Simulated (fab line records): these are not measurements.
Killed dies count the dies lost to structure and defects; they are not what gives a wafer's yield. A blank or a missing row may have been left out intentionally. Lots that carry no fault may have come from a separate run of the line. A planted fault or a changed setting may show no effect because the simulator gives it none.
Which tool did it?    flow gf180mcu    Sampling: 10 lots, 30 wafers, 5 of 602 route steps

WHAT THE GAUGES READ, wafer by wafer
GF_NSD_TW_MEAS_12.
lot   measured      on             NSD_TW
L433  day 13 07:56  film_metro-03  4265 4260 4249
L434  day 13 22:27  film_metro-03  4228 4215 4216
L435  day 14 14:20  film_metro-01  4284 4308 4305
L438  day 15 06:06  film_metro-03  3954 3953 3931 3933 3927 3947
L439  day 15 18:44  film_metro-01  3990 4000 3972 3972 3983 3989
L449  day 18 22:06  film_metro-01  4338 4339 4334
L450  day 19 05:48  film_metro-02  4199 4191 4190
L451  day 19 09:20  film_metro-01  4280 4313 4281
L454  day 20 12:22  film_metro-03  4238 4226 4228
L455  day 20 19:01  film_metro-02  4203 4177 4218

EACH LOT AND THE TOOL THAT RAN IT (in order: tool; ch and the chambers of the sampled wafers; start)
lot   GF_HV_LDD_STRIP_37                    GF_HV_LDD_RTA_52                  GF_NSD_IMPLANT_09                GF_NSD_STRIP_11
L433  plasma_asher-04 ch 0,1, day 11 11:56  rtp_anneal-02 ch 0, day 12 07:43  implanter-03 ch 0, day 13 07:32  plasma_asher-04 ch 0, day 13 07:49
L434  plasma_asher-04 ch 0,1, day 12 02:01  rtp_anneal-02 ch 0, day 12 22:10  implanter-01 ch 0, day 13 22:04  plasma_asher-01 ch 0,1, day 13 22:20
L435  plasma_asher-04 ch 0,1, day 12 17:50  rtp_anneal-01 ch 0, day 13 14:51  implanter-01 ch 0, day 14 13:56  plasma_asher-04 ch 0,1, day 14 14:14
L438  plasma_asher-02 ch 0,1, day 13 07:34  rtp_anneal-02 ch 0, day 14 04:20  implanter-01 ch 0, day 15 05:43  plasma_asher-04 ch 0,1, day 15 05:59
L439  plasma_asher-01 ch 0,1, day 13 19:52  rtp_anneal-02 ch 0, day 14 17:26  implanter-01 ch 0, day 15 18:20  plasma_asher-04 ch 0,1, day 15 18:38
L449  plasma_asher-02 ch 0,1, day 16 19:46  rtp_anneal-02 ch 0, day 17 19:10  implanter-02 ch 0, day 18 21:44  plasma_asher-03 ch 0,1, day 18 22:01
L450  plasma_asher-04 ch 0,1, day 17 02:11  rtp_anneal-01 ch 0, day 18 02:12  implanter-03 ch 0, day 19 05:25  plasma_asher-04 ch 0,1, day 19 05:41
L451  plasma_asher-02 ch 0,1, day 17 06:29  rtp_anneal-02 ch 0, day 18 06:20  implanter-03 ch 0, day 19 08:56  plasma_asher-03 ch 0,1, day 19 09:13
L454  plasma_asher-04 ch 0,1, day 18 08:49  rtp_anneal-01 ch 0, day 19 09:05  implanter-03 ch 0, day 20 11:59  plasma_asher-03 ch 0,1, day 20 12:16
L455  plasma_asher-01 ch 0,1, day 18 13:43  rtp_anneal-01 ch 0, day 19 14:22  implanter-03 ch 0, day 20 18:38  plasma_asher-01 ch 0,1, day 20 18:55
- GF_HV_LDD_STRIP_37: strips in O2/N2.
- GF_HV_LDD_RTA_52: time 10 s.
- GF_NSD_IMPLANT_09
- GF_NSD_STRIP_11: strips in O2/N2.

THE ANSWER, worked out from the rows above alone
Rule: the lots themselves supply what counts as usual. Put in order of their means at a reading, lots are off if they are a third of the lots or fewer, leave a main group of 4 or more, and stand apart from it by a gap of 3 or more times the standard deviation of the main group's means; of several such gaps the widest counts. A main group is skipped when, at the precision printed for the reading in the tables above, its means are all equal. A lot without any number at a reading at which 4 lots or more have one is off too. The other lots that the step has rows for count as sound.
Off: L438, L439, at GF_NSD_TW_MEAS_12 (NSD_TW). For the main group the mean is 4254 and the standard deviation 48.
If a tool, at a process step before that reading, ran all the lots that are off and no sound lot after the first of them, it fits. Those tools and the gauges at GF_NSD_TW_MEAS_12 are tried in the same way. One fits: implanter-01 at GF_NSD_IMPLANT_09. Its last sound lot is L435 (day 14 13:56), its first lot that is off L438 (day 15 05:43): a fault that began between those two fits.

WHAT THE SIMULATOR HAD INSERTED
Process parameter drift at GF_NSD_IMPLANT_09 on implanter-01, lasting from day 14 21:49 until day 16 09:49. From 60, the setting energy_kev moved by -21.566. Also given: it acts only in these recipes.
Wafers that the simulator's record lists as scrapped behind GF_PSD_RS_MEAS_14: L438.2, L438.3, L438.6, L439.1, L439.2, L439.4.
Struck lots among those shown: L438, L439. The rule above reached the same finding.
